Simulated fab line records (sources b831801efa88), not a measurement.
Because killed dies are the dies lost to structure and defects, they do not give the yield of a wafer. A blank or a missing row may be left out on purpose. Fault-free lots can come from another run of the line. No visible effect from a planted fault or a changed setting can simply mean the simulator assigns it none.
Which of the tools did it? ; flow gf180mcu ; route of 602 steps, sampled at 1 step: 12 lots, 36 wafers

## WHAT THE GAUGES READ, wafer by wafer
GF_V2_BOW_MEAS_05.
lot;measured;on;V2_BOW (um)
L764;day 19 04:26;film_metro-04;107 111 101
L765;day 19 13:17;film_metro-04;103 101 93
L766;day 20 05:25;film_metro-01;113 103 114
L768;day 20 20:40;film_metro-01;94 90 90
L770;day 21 09:14;film_metro-03;94 84 75
L771;day 22 03:38;film_metro-01;115 101 101
L781;day 25 08:19;film_metro-03;89 86 95
L782;day 25 15:02;film_metro-03;81 75 88
L783;day 25 22:02;film_metro-04;96 113 98
L784;day 26 08:10;film_metro-03;114 102 100
L786;day 26 18:48;film_metro-01;101 101 96
L787;day 27 10:47;film_metro-04;106 107 108

## EACH LOT AND THE TOOL THAT RAN IT (in order: tool; ch and the chambers of the sampled wafers; start)
Record: no process step prior to these readings.

## WHAT THE TOOLS THEMSELVES READ (means of the sampled wafers that have a number; where no wafer has one, the mark that the record gives instead)
The record holds no such reading with a usual standard deviation.

## THE ANSWER, worked out from the rows above alone
Rule: what is usual is taken from the lots themselves. The widest of any qualifying gaps counts: lots, ordered by their means at a reading, are off when they make up no more than a third of the lots, leave a main group of 4 or more, and stand apart from it by 3 or more times the standard deviation of that group's means. If all means in a main group match to the digits the tables above print for the reading, that group is not used. Also off: a lot with no number at a reading for which 4 or more lots have one. Any other lot the step has rows for is counted as sound. Order of review: gauges by route order, followed by the tools' own readings, for which a lot's mean as printed above is used. The first step at which some lot is off is used, and at that step the reading that is off furthest; a lot without a number counts as furthest.
None of the lots is off at any reading shown; this tells nothing.

## WHAT THE SIMULATOR HAD PUT IN
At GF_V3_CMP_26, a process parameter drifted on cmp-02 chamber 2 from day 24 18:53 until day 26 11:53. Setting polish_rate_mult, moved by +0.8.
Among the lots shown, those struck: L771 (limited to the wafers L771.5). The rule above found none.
